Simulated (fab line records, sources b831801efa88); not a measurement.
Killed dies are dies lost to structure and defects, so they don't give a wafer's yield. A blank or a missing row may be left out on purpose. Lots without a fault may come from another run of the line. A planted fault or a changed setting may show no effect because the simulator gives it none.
A struck lot beside a sound one | flow gf180mcu | 22 steps out of a route of 602
Sound: wafers L663.2, L663.4, L663.6. Struck: wafer L674.3. (L674.4, L674.6 of the same lot were not struck and are left out.) The cause comes at the end.
At each step with rows: each side's tool, then ch and its chambers, then its first start. Under that, the readings that differ: sound wafers | struck wafers | difference of the means | sigmas: that difference in standard deviations of wafers without a fault.
alike: readings whose means differ by less than 2 such deviations, and words and numbers that are the same on both sides. not compared: withheld readings, readings that some wafer has no value for, bounds like >300 that may hide the same value, and numbers for which the record gives no deviation and whose values overlap.
The two part at a step that has a row with sigmas, a row that says differs or no value, or rows on one side only. Numbers that don't overlap but have no deviation are shown without sigmas and don't part them. A reading that every wafer of one side lacks parts them only if that side has two wafers or more.

first, 6 steps without rows for these wafers: GF_VT_IMPLANT_HMDS_23 (prime time 60 s); GF_VT_IMPLANT_COAT_24 (resist thk 1000 nm); GF_VT_IMPLANT_SOFTBAKE_25 (time 60 s); GF_VT_IMPLANT_EXPOSE_26 (exposes mask LVPWELL HV AREA, target cd 860 nm); GF_VT_IMPLANT_PEB_27; GF_VT_IMPLANT_DEVELOP_28 (develop time 60 s).
GF_VT_IMPLANT_OVL_MEAS_29:
  sound on overlay-02, day 9 04:20; struck on overlay-02, day 12 05:40
  alike: VT_IMPLANT_02_OVL
then, 1 step without rows for these wafers: GF_VT_IMPLANT_IMPLANT_30.
GF_VT_IMPLANT_STRIP_31: strips in O2/N2.
  sound on plasma_asher-01 ch 0,1, day 9 04:31; struck on plasma_asher-02 ch 1, day 12 05:53
  reading                     | sound       | struck | difference | sigmas
  drypump_motor_current_A (A) | 5.1 5.1 5.6 | 6.6    | +1.3       | +3
  alike: heater_power_w, oes_product_au, strip_time_to_endpoint_s
  not compared: rf_hours_counter_h
GF_VT_IMPLANT_TW_MEAS_32:
  sound on film_metro-01, day 9 04:38; struck on film_metro-02, day 12 05:58
  reading         | sound             | struck | difference | sigmas
  VT_IMPLANT_3_TW | 270.6 270.9 270.5 | 265.0  | -5.7       | -2
then, 2 steps without rows for these wafers: GF_VT_IMPLANT_DEHYDRATE_33 (time 60 s); GF_VT_IMPLANT_HMDS_34 (prime time 60 s).
GF_VT_IMPLANT_COAT_35: resist thk 1000 nm.
  sound on litho_track-02 ch 0, day 9 12:35; struck on litho_track-04 ch 0, day 12 15:23
  reading                                         | sound             | struck | difference | sigmas
  model.NOVOLAK_of_VT_IMPLANT_COAT_35.thk_nm (nm) | 999.5 997.9 997.1 | 910    | -88        |
  alike: dispense_pressure_kPa
then, 3 steps without rows for these wafers: GF_VT_IMPLANT_SOFTBAKE_36 (time 60 s); GF_VT_IMPLANT_EXPOSE_37 (exposes mask Nwell HV AREA, target cd 860 nm); GF_VT_IMPLANT_PEB_38.
GF_VT_IMPLANT_DEVELOP_39: develop time 60 s.
  sound on litho_track-02 ch 0, day 9 21:23; struck on litho_track-01 ch 0, day 13 01:27
  reading                                         | sound             | struck | difference | sigmas
  model.NOVOLAK_of_VT_IMPLANT_COAT_35.thk_nm (nm) | 999.1 997.5 996.7 | 909.6  | -88.2      |
GF_VT_IMPLANT_OVL_MEAS_40:
  sound on overlay-01, day 9 21:31; struck on overlay-02, day 13 01:34
  alike: VT_IMPLANT_03_OVL
then, 1 step without rows for these wafers: GF_VT_IMPLANT_IMPLANT_41.
GF_VT_IMPLANT_STRIP_42: strips in O2/N2.
  sound on plasma_asher-04 ch 1, day 9 21:42; struck on plasma_asher-04 ch 0, day 13 01:46
  reading                      | sound             | struck | difference | sigmas
  strip_time_to_endpoint_s (s) | 12.63 12.59 12.58 | 11.58  | -1.02      | -26
  alike: drypump_motor_current_A, heater_power_w, oes_product_au
  not compared: rf_hours_counter_h
GF_VT_IMPLANT_TW_MEAS_43:
  sound on film_metro-04, day 9 21:49; struck on film_metro-02, day 13 01:52
  alike: VT_IMPLANT_4_TW
GF_PASSIVATION_PROBE_99:
  the record has rows for the sound wafers here (prober-02, day 31 12:08) and none for the struck ones

WHERE THEY PART
First at GF_VT_IMPLANT_STRIP_31; last, within this record, at GF_PASSIVATION_PROBE_99.

WHY: what the simulator had put in
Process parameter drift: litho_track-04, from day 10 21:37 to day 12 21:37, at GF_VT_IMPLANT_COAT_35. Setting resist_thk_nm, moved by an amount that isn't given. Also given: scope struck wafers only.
